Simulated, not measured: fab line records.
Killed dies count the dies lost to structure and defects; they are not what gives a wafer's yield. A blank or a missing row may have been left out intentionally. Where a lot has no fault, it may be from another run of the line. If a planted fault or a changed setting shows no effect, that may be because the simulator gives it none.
2 desks looking at one fault | flow gf180mcu | each desk has only its own numbers; what lay behind them comes last

THE METROLOGY DESK
Lot by lot, what the gauges showed, no matter which tool ran the lot: averages of those sampled wafers that carry a number. The brackets show how far a lot's mean lies from the usual mean; more than 4 standard deviations puts the lot out of limits, marked OUT.
Columns: A = HV_LDD_TW at GF_HV_LDD_TW_MEAS_11, usual 2418; B = cdNm at GF_HV_LDD_CD_MEAS_19, usual 400.1 nm; C = HV_LDD_01_OVL at GF_HV_LDD_OVL_MEAS_20, usual 0.7 nm
lot  | first seen here | A    | B     | C
L924 | day 11 14:20    | 2445 | 399.4 | 0.5
L931 | day 13 06:50    | 2426 | 397.2 | 1.6
L933 | day 14 06:56    | 2426 | 403.4 | -0.1
L934 | day 14 14:16    | 2429 | 401.0 | 1.2
L935 | day 14 14:33    | 2429 | 398.7 | 2.0
L942 | day 16 16:37    | 2436 | 404.2 | 2.0
This desk's finding: nothing out of limits on any of the 6 lots.

TOOL OWNER'S DESK, implanter-03
The tool's own readings at GF_HV_LDD_IMPLANT_21: means of the sampled wafers that have a number, for each lot that ran on this tool. The brackets show how far a lot's mean lies from the usual mean; more than 4 standard deviations puts the lot out of limits, marked OUT.
Columns: A = beamEnergyKeV at GF_HV_LDD_IMPLANT_21, usual 25.000
lot  | first seen here | A
L931 | day 14 02:50    | 24.998
L933 | day 15 03:23    | 29.353 (+99 or more) OUT
L935 | day 15 11:21    | 29.330 (+99 or more) OUT
This desk finds L933, L935 out of limits, L933 being first, at day 15 03:23 (beamEnergyKeV at GF_HV_LDD_IMPLANT_21). Within limits: L931.

ALL TOGETHER
On L933, L935, at day 15 03:23, an alarm was possible from the tool owner's desk.
At the metrology desk, nothing out of limits was observed.
The metrology desk holds a record of L933, L935, inside its limits.
Every lot named ran GF_HV_LDD_IMPLANT_21 on implanter-03.

WHAT THE SIMULATOR HAD PUT IN
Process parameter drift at GF_HV_LDD_IMPLANT_21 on implanter-03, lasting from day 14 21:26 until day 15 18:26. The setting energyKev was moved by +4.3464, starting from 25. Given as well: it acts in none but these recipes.
Lots struck among those shown: L933, L935.
Each desk's first reading out of limits, in hours after the fault started: the tool owner's desk, 6.
